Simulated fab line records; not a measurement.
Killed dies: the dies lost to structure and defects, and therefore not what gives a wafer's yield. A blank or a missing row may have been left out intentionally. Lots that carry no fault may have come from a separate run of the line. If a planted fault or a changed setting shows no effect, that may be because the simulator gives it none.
What tool caused it? + flow gf180mcu + 6 lots (18 wafers sampled), 1 step of a 602-step route

## WHAT EACH GAUGE READ, for each wafer
GF_M3_THK_MEAS_06: measures by xrf.
| lot  | measured     | on           | M3_ALCU_THK (nm) |
|------|--------------|--------------|------------------|
| L672 | day 20 16:18 | filmMetro-02 | 437 438 440      |
| L674 | day 21 11:11 | filmMetro-03 | 446 441 445      |
| L676 | day 22 05:57 | filmMetro-03 | 441 445 445      |
| L678 | day 23 04:26 | filmMetro-02 | 437 440 435      |
| L685 | day 25 10:20 | filmMetro-03 | 441 437 434      |
| L687 | day 25 20:47 | filmMetro-03 | 441 441 444      |

## WHICH TOOL RAN EACH LOT (tool, then ch and the chambers of the sampled wafers, then the start)
Before these readings, the record contains no process step.

## THE ANSWER, worked out from the rows above alone
Rule: the lots themselves supply what counts as usual. Put in order of their means at a reading, lots are off if they are a third of the lots or fewer, leave a main group of 4 or more, and stand apart from it by a gap of 3 or more times the standard deviation of the main group's means; of several such gaps the widest counts. A main group whose means are all the same, to the digits that the tables above print for the reading, isn't used. Also off: a lot with no number at a reading for which 4 or more lots have one. Any other lot the step has rows for is counted as sound.
No lot is off on any of the readings shown, so nothing can be concluded from this.

## WHAT THE SIMULATOR PUT IN
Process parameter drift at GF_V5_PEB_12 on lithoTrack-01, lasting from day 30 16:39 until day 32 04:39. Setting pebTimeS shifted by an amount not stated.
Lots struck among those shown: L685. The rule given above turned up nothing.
